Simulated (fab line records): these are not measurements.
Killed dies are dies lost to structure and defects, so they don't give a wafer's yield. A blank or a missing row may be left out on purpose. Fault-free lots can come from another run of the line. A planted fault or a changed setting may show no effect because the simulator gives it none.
The same fault as seen by 2 desks | flow gf180mcu | each desk has only its own numbers; what lay behind them comes last

## FROM THE METROLOGY DESK
Means of the sampled wafers that have a number, per lot and without regard to the tool the lot ran on: this is what the gauges read. The brackets show how far a lot's mean lies from the usual mean; more than 4 standard deviations puts the lot out of limits, marked OUT.
Columns: A = V3_OVL at GF_V3_OVL_MEAS_15, usual -2 nm; B = M4_ALCU_RS at GF_M4_RS_MEAS_05, usual 0.0696 ohm/sq
lot  | first seen here | A   | B
L903 | day 23 00:41    | 3   | 0.0686
L904 | day 23 08:26    | 5   | 0.0695
L905 | day 23 18:40    | 1   | 0.0703
L906 | day 24 00:33    | -1  | 0.0689
L909 | day 25 04:56    | -8  | 0.0704
L913 | day 26 20:31    | -3  | 0.0699
L917 | day 28 02:11    | -11 | 0.0694
L920 | day 28 14:44    | -1  | 0.0706
L921 | day 28 19:59    | -9  | 0.0699
L922 | day 29 03:44    | -2  | 0.0706
L923 | day 29 07:53    | -1  | 0.0702
L924 | day 29 18:41    | 9   | 0.0703
This desk found nothing out of limits on any of the 12 lots.

## AT THE TOOL OWNER'S DESK: pvd sputter-03
The tool's own readings at GF_M4_SPUTTER_02 (material AlCu, target thk 450 nm, time 23.9 s): means of the sampled wafers that have a number, for each lot that ran on this tool. The brackets show how far a lot's mean lies from the usual mean; more than 4 standard deviations puts the lot out of limits, marked OUT.
Columns: A = chamber pressure pa at GF_M4_SPUTTER_02, usual 0.4000 Pa; B = throttle valve pct at GF_M4_SPUTTER_02, usual 29.9 %
lot  | first seen here | A                | B
L903 | day 23 02:12    | 0.4005           | 29.8
L904 | day 23 09:57    | 0.4001           | 30.9
L905 | day 23 20:11    | 0.4003           | 29.5
L909 | day 25 06:27    | 0.4177 (+24) OUT | 29.3
L920 | day 28 16:15    | 0.4000           | 30.3
This desk finds L909 out of limits, L909 being first, at day 25 06:27 (chamber pressure pa at GF_M4_SPUTTER_02). In limits: L903, L904, L905, L920.

## ALL TOGETHER
The tool owner's desk could have raised an alarm at day 25 06:27, on L909.
At the metrology desk, nothing out of limits was observed.
The metrology desk holds a record of L909, inside its limits.
On pvd sputter-03, each named lot ran GF_M4_SPUTTER_02.

## WHAT THE SIMULATOR PUT IN
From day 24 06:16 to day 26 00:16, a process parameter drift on pvd sputter-03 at GF_M4_SPUTTER_02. Setting chamber pressure pa shifted by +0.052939 from 0.4. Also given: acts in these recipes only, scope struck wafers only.
Struck lots among those shown: L909.
Delay in hours, fault start to first out-of-limits reading, by desk: the tool owner's desk at 24.
